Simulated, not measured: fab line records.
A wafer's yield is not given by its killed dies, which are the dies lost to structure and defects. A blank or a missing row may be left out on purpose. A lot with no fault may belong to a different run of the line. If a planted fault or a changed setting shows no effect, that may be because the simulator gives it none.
Which tool did it?    flow gf180mcu    18 wafers sampled from 6 lots at 1 step of a route of 602

WHAT THE GAUGES SHOWED, per wafer
GF_VT_IMPLANT_TW_MEAS_43.
lot   measured      on             VT_IMPLANT_4_TW
L867  day 7 20:11   film metro-02  683 684 683
L869  day 8 09:04   film metro-02  691 687 690
L871  day 8 17:38   film metro-04  695 693 693
L877  day 10 16:08  film metro-01  691 698 695
L881  day 11 19:38  film metro-02  683 682 684
L887  day 13 19:37  film metro-02  688 687 691

WHAT TOOL EACH LOT RAN ON (gives the tool, then ch and the chambers of the sampled wafers, and finally the start)
Before these readings, the record contains no process step.

THE ANSWER, worked out from the rows above alone
Rule: the usual values come from the lots themselves. The widest of any qualifying gaps counts: lots, ordered by their means at a reading, are off when they make up no more than a third of the lots, leave a main group of 4 or more, and stand apart from it by 3 or more times the standard deviation of that group's means. Not used: any main group whose means are identical at the precision the tables above print for the reading. A lot without any number at a reading at which 4 lots or more have one is off too. The other lots that the step has rows for count as sound.
Nothing can be told from this: no lot is off at any reading shown.

WHAT WAS PUT IN BY THE SIMULATOR
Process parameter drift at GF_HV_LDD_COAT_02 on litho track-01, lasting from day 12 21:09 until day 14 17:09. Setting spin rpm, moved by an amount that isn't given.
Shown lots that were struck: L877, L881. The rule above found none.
